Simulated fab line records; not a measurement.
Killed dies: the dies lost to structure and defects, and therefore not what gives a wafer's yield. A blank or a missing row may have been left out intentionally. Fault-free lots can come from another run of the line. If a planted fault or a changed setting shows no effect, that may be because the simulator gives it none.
fab line records	flow gf180mcu
[record] lots = 24	wafers = 72	last_day = 34
route steps=602 shown STI@14 SALICIDE@286 CONTACT@291 V1@359 M5@536
lots that met no fault: from a run of the same line without faults
start_h: hours from the record's opening day to when the first of the lot's shown wafers began	wait_h: how many hours have passed since the lot's step before this one	" the same as in the row above	L1.1+2: several wafers, shown together as one row	- either no value or no given start	* or withheld: withheld	< > ~ a bound
route shown NAME@n: names a module that has steps shown in the file, with the first one's number in the route	usual: mean/standard deviation of fault-free wafers	same: alike in all rows	chamber/n: place in a boat	sites: the reading at each site	_std_site: standard deviation across them	_edge_site: the outer-site mean with the inner-site mean subtracted	radius_mm: for every site, how far away it sits from the centre of the wafer	mask NAME#n: copy n	behind: the last tool/chamber to shape the wafer	hold: what put the lot on hold/how long, in hours/how the hold closed	device: which transistor (n, p or np) failed to switch	end of line: tests of these same wafers at the route's end	a step given without rows: its recipe and nothing more	killed: dies lost to structure and defects at the first sort, not the wafer's yield	map: shows each die of a wafer: x if killed, . if not, _ if none is there
set.NAME: the setting that was run; set.NAME@STEP: the one run at that earlier step	model.NAME: the simulator's own value behind a step, which no gauge read
the route's steps for a sample of lots (tables are steps, rows are wafers)
services: a tool's chamber out of use, with start hour (start_h, from the record's first day; less than 0 if before it), hours out, and reason
[[steps]]
[step GF_STI_ETCH_13]
[recipe] chemistry = CHF3/O2	stop_on = Si	over_etch_frac = 0.3	target_depth_a = 2823.1	source_w = 600	bias_w = 200	pressure_mtorr = 40	chf3_flow_sccm = 50	O2_flow_sccm = 5	time_s = 112.9
[usual] chamber_pressure_mTorr = 40.00/0.041	drypump_motor_current_A = 5.8/0.37	oes_product_au = 0.834/0.0062	throttle_valve_pct = 8.812/0.0091
lot.wafer	tool	chamber	start_h	wait_h	chamber_pressure_mTorr	drypump_motor_current_A	oes_product_au	rf_hours_counter_h	throttle_valve_pct
L074.2	rie_diel-02	1	25.64	0.1	39.98	5.7	0.828	33	8.803
L074.3	"	2	"	"	40.04	6.6	0.837	160	8.818
L074.5	"	0	"	"	40.00	6.1	0.830	-	8.830
L075.1	rie_diel-04	1	31.59	0.1	39.97	5.8	0.841	146	8.819
L075.2	"	0	"	"	40.05	5.8	0.839	88	8.813
L075.4	"	3	"	"	39.98	5.2	0.847	136	8.813
L076.1	rie_diel-01	0	36.44	0.1	40.04	5.8	0.835	8	8.798
L076.3	"	2	"	"	39.95	5.7	0.834	82	8.811
L076.4	"	1	"	"	40.02	5.4	0.841	-	8.814
L077.2	rie_diel-02	1	40.34	0.1	40.11	5.7	0.846	34	8.813
L077.4	"	0	"	"	39.95	6.0	0.840	22	8.817
L077.6	"	3	"	"	40.06	6.3	0.843	-	8.809
L078.1	rie_diel-04	3	47.14	0.1	40.07	5.2	0.837	137	8.815
L078.3	"	0	"	"	39.99	5.8	0.825	88	8.801
L078.5	"	0	"	"	40.00	5.8	0.828	-	8.813
L079.1	rie_diel-02	1	49.99	0.1	40.07	5.7	0.825	34	8.820
L079.4	"	2	"	"	40.02	6.7	0.821	161	8.824
L079.6	"	1	"	"	40.02	5.7	0.837	-	8.802
L080.1	rie_diel-01	1	55.69	0.1	39.95	5.3	0.836	164	8.805
L080.2	"	2	"	"	39.97	5.7	0.836	82	8.807
L080.3	"	0	"	"	40.01	5.8	0.843	9	8.824
L081.1	rie_diel-04	1	63.09	0.1	39.99	5.8	0.835	147	8.809
L081.3	"	0	"	"	40.04	5.8	0.828	89	8.799
L081.4	"	3	"	"	39.94	5.1	0.829	137	8.809
L082.1	rie_diel-02	2	66.44	0.1	40.07	6.6	0.819	161	8.812
L082.4	"	1	"	"	40.03	5.6	0.829	34	8.812
L082.6	"	0	"	"	40.01	6.0	0.830	-	8.818
L083.1	rie_diel-04	1	71.19	0.1	40.04	5.8	0.833	147	8.797
L083.2	"	0	"	"	40.05	5.8	0.836	89	8.810
L083.6	"	1	"	"	39.95	5.9	0.833	-	8.815
L084.2	rie_diel-04	3	78.29	0.1	39.98	5.2	0.822	138	8.824
L084.4	"	2	"	"	39.95	5.7	0.824	4	8.807
L084.6	"	3	"	"	40.02	5.2	0.838	-	8.814
L085.2	rie_diel-04	2	83.14	0.1	40.12	5.7	0.837	4	8.808
L085.3	"	3	"	"	40.03	5.2	0.840	138	8.808
L085.6	"	1	"	"	40.02	5.9	0.843	-	8.789
L086.1	rie_diel-04	0	86.49	0.1	40.02	5.8	0.834	89	8.826
L086.4	"	1	"	"	39.99	5.8	0.828	148	8.806
L086.6	"	2	"	"	40.10	5.7	0.825	-	8.819
L087.3	rie_diel-04	1	92.44	0.1	40.01	5.9	0.833	148	8.822
L087.5	"	0	"	"	39.94	5.8	0.847	-	8.810
L087.6	"	1	"	"	40.09	5.8	0.837	-	8.812
L088.1	rie_diel-04	2	96.94	0.1	39.98	5.7	0.830	4	8.824
L088.2	"	1	"	"	39.96	5.9	0.837	148	8.809
L088.3	"	3	"	"	39.97	5.1	0.841	138	8.799
L089.2	rie_diel-01	1	102.64	0.1	40.06	5.4	0.840	165	8.816
L089.3	"	3	"	"	40.02	6.4	0.840	12	8.833
L089.6	"	3	"	"	40.03	6.4	0.838	-	8.810
L090.1	rie_diel-01	2	107.54	0.1	40.00	5.7	0.829	84	8.804
L090.2	"	3	"	"	39.98	6.3	0.820	12	8.797
L090.3	"	0	"	"	39.97	5.8	0.830	10	8.798
L091.2	rie_diel-02	2	112.44	0.1	40.05	6.6	0.828	162	8.808
L091.3	"	0	"	"	40.06	6.0	0.832	23	8.818
L091.5	"	0	"	"	40.01	6.1	0.833	-	8.822
L092.2	rie_diel-01	3	118.99	0.1	40.08	6.4	0.836	12	8.803
L092.5	"	0	"	"	39.99	5.8	0.838	-	8.809
L092.6	"	2	"	"	39.95	5.7	0.832	-	8.807
L093.2	rie_diel-02	1	123.54	0.1	40.04	5.7	0.831	36	8.819
L093.3	"	3	"	"	40.03	6.2	0.831	132	8.803
L093.4	"	2	"	"	40.03	6.6	0.825	162	8.812
L094.2	rie_diel-04	0	128.54	0.1	40.07	5.8	0.839	91	8.813
L094.3	"	1	"	"	40.04	5.8	0.843	149	8.818
L094.6	"	0	"	"	40.02	5.8	0.835	-	8.822
L095.1	rie_diel-01	3	133.19	0.1	39.97	6.4	0.827	13	8.834
L095.2	"	1	"	"	40.04	5.3	0.831	0	8.815
L095.5	"	0	"	"	39.98	5.8	0.831	-	8.813
L096.2	rie_diel-04	0	138.94	0.1	39.96	5.8	0.827	91	8.798
L096.3	"	3	"	"	40.01	5.1	0.828	139	8.828
L096.4	"	2	"	"	40.01	5.7	0.830	5	8.816
L097.1	rie_diel-04	3	144.39	0.1	39.93	5.2	0.824	139	8.803
L097.3	"	1	"	"	39.94	5.9	0.835	149	8.812
L097.4	"	0	"	"	40.02	5.8	0.828	91	8.813
[step GF_SALICIDE_RTA_08]
[recipe] temp_c = 800	time_s = 30	ambient = N2
[usual] lamp_power_pct = 17.3/2.1	wafer_temp_C_max = 802.3/0.64
lot.wafer	tool	chamber	start_h	wait_h	lamp_power_pct	wafer_temp_C_max
L074.2	rtp_anneal-02	0	336.37	0.0	15.2	802.2
L074.3	"	0	"	"	15.2	801.8
L074.5	"	0	"	"	15.3	802.1
L075.1	rtp_anneal-01	0	347.98	0.0	19.4	802.4
L075.2	"	0	"	"	19.3	802.1
L075.4	"	0	"	"	19.4	802.5
L076.1	rtp_anneal-02	0	359.70	0.0	15.3	801.6
L076.3	"	0	"	"	15.2	801.7
L076.4	"	0	"	"	15.3	802.2
L077.2	rtp_anneal-01	0	364.06	0.0	19.4	803.8
L077.4	"	0	"	"	19.4	802.5
L077.6	"	0	"	"	19.4	803.4
L078.1	rtp_anneal-02	0	375.95	0.0	15.2	801.9
L078.3	"	0	"	"	15.2	801.5
L078.5	"	0	"	"	15.3	801.7
L079.1	rtp_anneal-02	0	382.89	0.0	15.3	801.7
L079.4	"	0	"	"	15.3	802.7
L079.6	"	0	"	"	15.3	801.7
L080.1	rtp_anneal-02	0	390.34	0.0	15.3	802.1
L080.2	"	0	"	"	15.3	801.8
L080.3	"	0	"	"	15.3	801.2
L081.1	rtp_anneal-01	0	414.08	0.0	19.4	802.7
L081.3	"	0	"	"	19.3	802.5
L081.4	"	0	"	"	19.4	803.7
L082.1	rtp_anneal-01	0	416.73	0.0	19.4	802.8
L082.4	"	0	"	"	19.4	803.0
L082.6	"	0	"	"	19.4	804.2
L083.1	rtp_anneal-01	0	423.45	0.0	19.4	801.8
L083.2	"	0	"	"	19.3	803.1
L083.6	"	0	"	"	19.4	802.2
L084.2	rtp_anneal-02	0	436.60	0.0	15.3	802.0
L084.4	"	0	"	"	15.2	802.3
L084.6	"	0	"	"	15.3	802.1
L086.1	rtp_anneal-01	0	449.38	0.0	19.4	802.5
L086.4	"	0	"	"	19.4	802.1
L086.6	"	0	"	"	19.4	802.3
L085.2	rtp_anneal-01	0	450.55	0.0	19.4	802.9
L085.3	"	0	"	"	19.4	803.1
L085.6	"	0	"	"	19.3	802.8
L087.3	rtp_anneal-02	0	459.90	0.1	15.3	802.0
L087.5	"	0	"	"	15.3	802.7
L087.6	"	0	"	"	15.3	802.4
L088.1	rtp_anneal-02	0	468.20	0.0	15.3	802.3
L088.2	"	0	"	"	15.3	802.5
L088.3	"	0	"	"	15.3	803.1
L090.1	rtp_anneal-02	0	480.24	0.0	15.3	802.2
L090.2	"	0	"	"	15.3	801.9
L090.3	"	0	"	"	15.3	802.1
L089.2	rtp_anneal-02	0	481.45	0.0	15.3	802.2
L089.3	"	0	"	"	15.3	802.7
L089.6	"	0	"	"	15.3	801.6
L091.2	rtp_anneal-01	0	488.90	0.0	19.4	801.9
L091.3	"	0	"	"	19.4	802.8
L091.5	"	0	"	"	19.4	803.0
L092.2	rtp_anneal-01	0	495.32	0.0	19.4	802.5
L092.5	"	0	"	"	19.4	801.5
L092.6	"	0	"	"	19.4	802.5
L093.2	rtp_anneal-02	0	502.40	0.0	15.3	801.0
L093.3	"	0	"	"	15.3	801.7
L093.4	"	0	"	"	15.3	801.6
L094.2	rtp_anneal-01	0	514.47	0.0	19.3	801.9
L094.3	"	0	"	"	19.3	802.7
L094.6	"	0	"	"	19.3	802.3
L095.1	rtp_anneal-02	0	520.00	0.0	15.2	802.2
L095.2	"	0	"	"	15.2	802.0
L095.5	"	0	"	"	15.2	801.9
L096.2	rtp_anneal-01	0	526.22	0.0	19.4	802.1
L096.3	"	0	"	"	19.4	802.8
L096.4	"	0	"	"	19.4	802.6
L097.1	rtp_anneal-01	0	536.46	0.0	19.4	802.1
L097.3	"	0	"	"	19.4	801.7
L097.4	"	0	"	"	19.4	802.5
[step GF_CONTACT_CMP_04]
[recipe] material = SiO2	down_force_psi = 4	platen_rpm = 60	pad_velocity_m_s = 0.94248
[usual] motor_current_A = 11.8/0.89	time_to_endpoint_s = 108/4.6
lot.wafer	tool	chamber	start_h	wait_h	motor_current_A	time_to_endpoint_s
L074.3	cmp-02	3	336.69	0.0	11.0	104
L074.2	"	0	"	"	11.7	105
L074.5	"	0	"	"	10.7	109
L075.1	cmp-02	3	348.32	0.1	11.3	101
L075.2	"	0	"	"	11.5	101
L075.4	"	2	"	"	11.3	113
L076.4	cmp-01	1	360.04	0.0	13.2	99
L076.3	"	2	"	"	13.0	111
L076.1	"	3	"	"	12.9	108
L077.4	cmp-01	0	364.38	0.0	12.2	108
L077.2	"	1	"	"	13.9	103
L077.6	"	0	"	"	13.1	109
L078.3	cmp-02	1	376.34	0.1	11.5	105
L078.1	"	3	"	"	10.5	103
L078.5	"	1	"	"	11.8	112
L079.4	cmp-01	0	383.22	0.0	12.2	115
L079.1	"	2	"	"	12.6	110
L079.6	"	0	"	"	11.9	112
L080.2	cmp-01	1	390.68	0.0	13.0	103
L080.3	"	2	"	"	12.5	110
L080.1	"	3	"	"	13.1	111
L081.3	cmp-02	2	414.42	0.0	11.3	99
L081.1	"	0	"	"	10.9	99
L081.4	"	1	"	"	10.9	106
L082.1	cmp-02	2	417.12	0.1	11.3	104
L082.4	"	0	"	"	12.0	107
L082.6	"	1	"	"	11.5	112
L083.2	cmp-02	1	423.79	0.0	10.9	107
L083.1	"	3	"	"	11.0	101
L083.6	"	2	"	"	11.2	108
L084.4	cmp-02	3	436.92	0.0	11.5	103
L084.2	"	1	"	"	12.0	104
L084.6	"	0	"	"	11.2	115
L086.1	cmp-01	2	449.72	0.1	12.8	110
L086.4	"	3	"	"	13.4	113
L086.6	"	2	"	"	12.5	117
L085.2	cmp-01	0	450.92	0.1	12.8	105
L085.3	"	1	"	"	13.2	98
L085.6	"	0	"	"	12.6	107
L087.3	cmp-02	1	460.32	0.1	11.7	109
L087.6	"	0	"	"	11.5	113
L087.5	"	1	"	"	12.1	109
L088.1	cmp-02	0	468.59	0.1	11.3	111
L088.2	"	1	"	"	11.3	102
L088.3	"	2	"	"	12.0	109
L090.1	cmp-02	0	480.63	0.1	10.9	114
L090.2	"	1	"	"	11.5	105
L090.3	"	2	"	"	11.5	110
L089.3	cmp-02	1	481.87	0.1	11.3	110
L089.2	"	2	"	"	11.5	114
L089.6	"	3	"	"	11.3	111
L091.3	cmp-02	1	489.32	0.1	11.7	112
L091.2	"	2	"	"	11.4	106
L091.5	"	0	"	"	11.8	116
L092.2	cmp-01	2	495.79	0.2	12.4	107
L092.5	"	3	"	"	13.2	109
L092.6	"	0	"	"	12.6	111
L093.2	cmp-02	3	502.77	0.1	11.2	111
L093.3	"	0	"	"	11.3	105
L093.4	"	1	"	"	11.2	115
L094.3	cmp-02	3	514.89	0.1	11.3	102
L094.2	"	0	"	"	11.7	105
L094.6	"	1	"	"	11.2	107
L095.1	cmp-02	1	520.43	0.1	12.1	109
L095.2	"	2	"	"	10.4	107
L095.5	"	0	"	"	11.5	118
L096.4	cmp-01	0	526.53	0.0	12.8	113
L096.3	"	1	"	"	13.6	101
L096.2	"	2	"	"	12.6	116
L097.1	cmp-02	3	536.79	0.1	11.1	107
L097.4	"	1	"	"	11.1	108
L097.3	"	2	"	"	11.4	108
[step GF_CONTACT_ETCH_17]
[recipe] chemistry = C4F8/O2/Ar	mask_material = KrF	target = SiO2	stop_on = CoSi2	source_w = 1500	bias_w = 1200	pressure_mtorr = 40	c4f8_flow_sccm = withheld	O2_flow_sccm = 6	Ar_flow_sccm = 300	time_s = withheld	target_depth_a = 8600
[usual] chamber_pressure_mTorr = 40.00/0.038	oes_product_au = 0.815/0.0052
lot.wafer	tool	chamber	start_h	wait_h	chamber_pressure_mTorr	oes_product_au
L074.2	rie_diel-02	2	-	-	39.96	0.815
L074.3	"	0	"	"	39.98	0.812
L074.5	"	1	"	"	39.96	0.811
L075.1	rie_diel-02	2	-	-	40.04	0.823
L075.2	"	0	"	"	39.94	0.812
L075.4	"	1	"	"	39.94	0.822
L076.1	rie_diel-02	3	-	-	40.04	0.822
L076.3	"	2	"	"	40.00	0.814
L076.4	"	1	"	"	39.96	0.813
L077.2	rie_diel-04	3	-	-	40.01	0.808
L077.4	"	0	"	"	39.98	0.818
L077.6	"	2	"	"	40.02	0.816
L078.1	rie_diel-04	3	-	-	40.01	0.816
L078.3	"	2	"	"	39.96	0.814
L078.5	"	3	"	"	40.01	0.811
L079.1	rie_diel-01	3	-	-	39.99	0.813
L079.4	"	0	"	"	40.07	0.821
L079.6	"	2	"	"	39.97	0.817
L080.1	rie_diel-01	1	-	-	40.00	0.810
L080.2	"	2	"	"	39.97	0.820
L080.3	"	0	"	"	40.02	0.810
L081.1	rie_diel-01	1	-	-	40.01	0.828
L081.3	"	0	"	"	39.95	0.817
L081.4	"	3	"	"	39.99	0.824
L082.1	rie_diel-01	1	-	-	40.01	0.820
L082.4	"	2	"	"	39.96	0.822
L082.6	"	0	"	"	40.03	0.813
L083.1	rie_diel-02	3	-	-	39.99	0.809
L083.2	"	1	"	"	40.01	0.811
L083.6	"	3	"	"	39.95	0.823
L084.2	rie_diel-01	1	-	-	40.02	0.801
L084.4	"	0	"	"	39.94	0.811
L084.6	"	1	"	"	40.01	0.817
L086.1	rie_diel-01	3	-	-	40.03	0.806
L086.4	"	0	"	"	40.01	0.813
L086.6	"	1	"	"	39.98	0.813
L085.2	rie_diel-04	2	-	-	40.01	0.814
L085.3	"	3	"	"	40.00	0.811
L085.6	"	1	"	"	39.97	0.816
L087.3	rie_diel-02	1	-	-	39.99	0.810
L087.5	"	3	"	"	39.97	0.819
L087.6	"	0	"	"	40.01	0.816
L088.1	rie_diel-04	2	-	-	40.03	0.821
L088.2	"	3	"	"	40.00	0.816
L088.3	"	1	"	"	40.01	0.822
L090.1	rie_diel-01	0	-	-	39.94	0.817
L090.2	"	1	"	"	40.07	0.808
L090.3	"	2	"	"	40.02	0.812
L089.2	rie_diel-02	2	-	-	39.96	0.818
L089.3	"	3	"	"	39.99	0.816
L089.6	"	1	"	"	40.01	0.821
L091.2	rie_diel-01	0	-	-	40.05	0.810
L091.3	"	1	"	"	40.10	0.821
L091.5	"	3	"	"	40.09	0.819
L092.2	rie_diel-02	1	-	-	39.96	0.813
L092.5	"	1	"	"	39.95	0.823
L092.6	"	0	"	"	40.09	0.806
L093.2	rie_diel-02	1	-	-	40.03	0.817
L093.3	"	3	"	"	39.97	0.815
L093.4	"	3	"	"	40.00	0.816
L094.2	rie_diel-01	0	-	-	40.00	0.811
L094.3	"	3	"	"	39.97	0.814
L094.6	"	0	"	"	40.07	0.819
L095.1	rie_diel-04	2	-	-	39.97	0.818
L095.2	"	3	"	"	39.97	0.819
L095.5	"	2	"	"	40.02	0.817
L096.2	rie_diel-04	2	-	-	40.03	0.818
L096.3	"	3	"	"	39.93	0.810
L096.4	"	3	"	"	39.98	0.814
L097.1	rie_diel-04	1	-	-	40.00	0.818
L097.3	"	3	"	"	39.96	0.811
L097.4	"	0	"	"	39.93	0.808
[step GF_V1_RS_MEAS_24]
[recipe] thk_meas_gauge = four-point-probe	reads = W_of_V1_CVD_23+TiN_of_V1_SPUTTER_22+Ti_of_V1_SPUTTER_21
[usual] V1_W_RS = 0.325/0.0052
lot.wafer	tool	chamber	start_h	wait_h	V1_W_RS[ohm/sq]
L074.2	film_metro-01	-	409.72	0.1	0.333
L074.3	"	-	"	"	0.337
L074.5	"	-	"	"	0.334
L075.1	film_metro-04	-	420.92	0.1	0.326
L075.2	"	-	"	"	0.324
L075.4	"	-	"	"	0.327
L076.1	film_metro-01	-	434.59	0.1	0.328
L076.3	"	-	"	"	0.327
L076.4	"	-	"	"	0.330
L077.2	film_metro-04	-	438.47	0.1	0.324
L077.4	"	-	"	"	0.321
L077.6	"	-	"	"	0.324
L078.1	film_metro-04	-	451.93	0.1	0.325
L078.3	"	-	"	"	0.329
L078.5	"	-	"	"	0.336
L079.1	film_metro-04	-	458.43	0.1	0.322
L079.4	"	-	"	"	0.321
L079.6	"	-	"	"	0.323
L080.1	film_metro-02	-	467.08	0.1	0.323
L080.2	"	-	"	"	0.323
L080.3	"	-	"	"	0.323
L081.1	film_metro-04	-	492.13	0.1	0.324
L081.3	"	-	"	"	0.330
L081.4	"	-	"	"	0.324
L082.1	film_metro-04	-	494.13	0.1	0.317
L082.4	"	-	"	"	0.319
L082.6	"	-	"	"	0.320
L083.1	film_metro-04	-	500.26	0.1	0.335
L083.2	"	-	"	"	0.327
L083.6	"	-	"	"	0.333
L084.2	film_metro-02	-	513.11	0.1	0.326
L084.4	"	-	"	"	0.324
L084.6	"	-	"	"	0.323
L086.1	film_metro-01	-	525.34	0.1	0.321
L086.4	"	-	"	"	0.320
L086.6	"	-	"	"	0.321
L085.2	film_metro-04	-	525.80	0.1	0.333
L085.3	"	-	"	"	0.333
L085.6	"	-	"	"	0.328
L087.3	film_metro-01	-	535.62	0.1	0.322
L087.5	"	-	"	"	0.319
L087.6	"	-	"	"	0.324
L088.1	film_metro-04	-	543.27	0.1	0.318
L088.2	"	-	"	"	0.321
L088.3	"	-	"	"	0.318
L090.1	film_metro-04	-	553.21	0.1	0.320
L090.2	"	-	"	"	0.320
L090.3	"	-	"	"	0.323
L089.2	film_metro-02	-	555.16	0.1	0.322
L089.3	"	-	"	"	0.326
L089.6	"	-	"	"	0.325
L091.2	film_metro-02	-	561.85	0.1	0.332
L091.3	"	-	"	"	0.331
L091.5	"	-	"	"	0.330
L092.2	film_metro-04	-	568.49	0.1	0.322
L092.5	"	-	"	"	0.330
L092.6	"	-	"	"	0.331
L093.2	film_metro-01	-	575.02	0.1	0.323
L093.3	"	-	"	"	0.321
L093.4	"	-	"	"	0.321
L094.2	film_metro-01	-	586.17	0.1	0.324
L094.3	"	-	"	"	0.321
L094.6	"	-	"	"	0.318
L095.1	film_metro-02	-	591.17	0.1	0.322
L095.2	"	-	"	"	0.321
L095.5	"	-	"	"	0.324
L096.2	film_metro-04	-	597.92	0.1	0.328
L096.3	"	-	"	"	0.328
L096.4	"	-	"	"	0.329
L097.1	film_metro-01	-	606.97	0.1	0.324
L097.3	"	-	"	"	0.324
L097.4	"	-	"	"	0.318
[step GF_M5_METAL_ETCH_10]
[recipe] chemistry = Cl2/BCl3	mask_material = KrF	target_depth_nm = 750.8	stop_on = SiO2	pressure_mtorr = 8	icp_w = 800	bias_w = 140	Cl2_flow_sccm = 80	bcl3_flow_sccm = 40	time_s = 125.1
[usual] chamber_pressure_mTorr = 8.001/0.0067	drypump_motor_current_A = 5.74/0.27	oes_product_au = 0.991/0.0062	throttle_valve_pct = 28.229/0.01
lot.wafer	tool	chamber	start_h	wait_h	chamber_pressure_mTorr	drypump_motor_current_A	oes_product_au	rf_hours_counter_h	throttle_valve_pct
L074.2	rie_metal-02	1	605.69	0.0	7.998	5.13	0.998	1	28.218
L074.3	"	0	"	"	7.999	5.63	0.994	-	28.226
L074.5	"	1	"	"	7.987	5.11	0.999	-	28.226
L075.1	rie_metal-03	0	615.44	0.0	8.008	5.70	0.997	12	28.222
L075.2	"	1	"	"	7.994	5.84	0.989	3	28.244
L075.4	"	0	"	"	8.016	5.67	0.994	-	28.234
L076.1	rie_metal-01	0	626.34	0.0	8.013	5.78	0.990	9	28.240
L076.3	"	1	"	"	8.002	6.05	0.992	-	28.220
L076.4	"	0	"	"	7.993	5.79	0.987	-	28.229
L077.2	rie_metal-02	0	629.84	0.0	7.996	5.64	0.998	3	28.230
L077.4	"	1	"	"	8.000	5.14	0.994	-	28.232
L077.6	"	0	"	"	7.999	5.65	0.996	-	28.219
L078.1	rie_metal-01	1	641.59	0.0	7.998	6.03	0.977	3	28.254
L078.3	"	1	"	"	8.008	6.05	0.985	-	28.242
L078.5	"	1	"	"	7.995	6.07	0.984	-	28.249
L079.1	rie_metal-02	0	644.84	0.0	8.008	5.68	1.001	3	28.228
L079.4	"	0	"	"	7.999	5.66	0.985	-	28.215
L079.6	"	0	"	"	8.003	5.67	0.988	-	28.220
L080.1	rie_metal-03	0	654.09	0.0	8.000	5.66	0.999	14	28.214
L080.2	"	1	"	"	8.007	5.84	0.981	5	28.223
L080.3	"	1	"	"	7.999	5.83	0.987	-	28.241
L081.1	rie_metal-02	0	674.19	0.0	7.984	5.61	0.999	5	28.218
L081.3	"	1	"	"	8.003	5.10	0.998	-	28.216
L081.4	"	0	"	"	8.004	5.60	0.996	-	28.231
L082.1	rie_metal-01	1	675.49	0.0	8.007	6.05	0.986	4	28.230
L082.4	"	1	"	"	8.012	6.08	0.983	-	28.224
L082.6	"	0	"	"	8.002	5.79	0.988	-	28.247
L083.1	rie_metal-02	1	679.64	0.0	7.997	5.11	1.000	4	28.212
L083.2	"	0	"	"	8.005	5.60	0.997	5	28.220
L083.6	"	1	"	"	8.002	5.13	0.986	-	28.227
L084.2	rie_metal-03	1	690.49	0.0	8.009	5.84	0.988	6	28.246
L084.4	"	1	"	"	8.004	5.84	0.995	-	28.223
L084.6	"	1	"	"	7.996	5.86	0.994	-	28.220
L086.1	rie_metal-01	1	700.18	0.0	7.995	6.07	0.992	5	28.222
L086.4	"	0	"	"	8.015	5.76	0.991	-	28.242
L086.6	"	1	"	"	7.998	6.06	0.978	-	28.248
L085.2	rie_metal-02	0	700.49	0.0	8.006	5.68	1.005	6	28.219
L085.3	"	0	"	"	8.000	5.65	0.996	-	28.226
L085.6	"	1	"	"	8.003	5.16	0.993	-	28.227
L087.3	rie_metal-03	0	707.23	0.1	8.017	5.67	0.990	-	28.232
L087.5	"	0	"	"	8.009	5.65	0.994	-	28.228
L087.6	"	1	"	"	8.001	5.83	0.991	-	28.243
L088.1	rie_metal-01	0	715.84	0.0	7.999	5.79	0.982	12	28.229
L088.2	"	1	"	"	8.005	6.07	0.988	5	28.239
L088.3	"	0	"	"	7.992	5.80	0.984	-	28.226
L090.1	rie_metal-03	0	722.51	0.0	8.008	5.65	0.988	17	28.230
L090.2	"	1	"	"	8.005	5.86	0.989	8	28.234
L090.3	"	0	"	"	7.992	5.66	0.997	-	28.229
L089.2	rie_metal-01	1	724.69	0.0	7.993	6.06	0.985	6	28.245
L089.3	"	0	"	"	7.998	5.77	0.986	-	28.222
L089.6	"	0	"	"	7.997	5.79	0.993	-	28.232
L091.2	rie_metal-01	1	728.99	0.0	7.994	6.05	0.995	6	28.237
L091.3	"	1	"	"	8.001	6.04	0.994	-	28.226
L091.5	"	0	"	"	8.000	5.79	0.993	-	28.236
L092.2	rie_metal-01	0	737.03	0.0	8.004	5.79	0.987	13	28.242
L092.5	"	1	"	"	8.009	6.06	0.981	-	28.229
L092.6	"	0	"	"	8.012	5.78	0.993	-	28.232
L093.2	rie_metal-01	0	740.14	0.0	8.000	5.78	0.991	13	28.249
L093.3	"	0	"	"	8.008	5.78	0.990	-	28.225
L093.4	"	1	"	"	8.003	6.04	0.999	-	28.223
L094.2	rie_metal-01	0	750.09	0.0	8.005	5.79	0.991	13	28.221
L094.3	"	1	"	"	7.997	6.03	0.985	-	28.227
L094.6	"	0	"	"	7.999	5.79	0.987	-	28.238
L095.1	rie_metal-03	1	753.93	0.0	7.994	5.83	0.987	10	28.236
L095.2	"	1	"	"	7.986	5.85	0.987	-	28.232
L095.5	"	1	"	"	7.996	5.83	0.983	-	28.228
L096.2	rie_metal-03	1	759.38	0.1	7.994	5.84	0.997	-	28.219
L096.3	"	1	"	"	8.002	5.86	0.995	-	28.240
L096.4	"	1	"	"	8.005	5.84	0.980	-	28.226
L097.1	rie_metal-03	1	764.99	0.0	7.995	5.84	0.991	11	28.240
L097.3	"	1	"	"	8.007	5.83	0.986	-	28.226
L097.4	"	1	"	"	8.000	5.83	0.991	-	28.227
[[services]]
tool	chamber	start_h	hours	kind
cmp-02	-	10.31	1.3	repair
rie_diel-04	1	20.95	4.0	repair
rie_diel-04	2	40.71	2.5	repair
cmp-02	-	57.58	0.5	repair
cmp-02	-	74.04	0.7	repair
rie_diel-04	-	87.43	2.8	pm
rie_diel-04	0	96.43	1.8	repair
rie_diel-04	0	101.01	1.2	repair
rie_diel-04	2	166.34	39.9	repair
rie_diel-04	2	206.83	10.0	repair
cmp-02	-	232.11	4.0	pm
cmp-02	-	243.28	6.7	pm
rie_diel-04	3	285.77	2.6	repair
rie_diel-04	-	300.07	0.4	repair
cmp-02	-	365.62	4.4	repair
cmp-02	-	461.15	6.9	pm
rie_diel-04	1	467.42	3.0	repair
cmp-02	-	494.69	7.8	pm
cmp-02	-	552.77	3.3	repair
rie_diel-04	-	574.74	0.1	repair
rie_diel-04	3	600.86	3.8	repair
rie_diel-04	0	679.83	4.0	repair
rie_diel-04	-	687.53	0.3	repair
rie_diel-04	2	690.79	8.8	repair
[[key]]
fault none
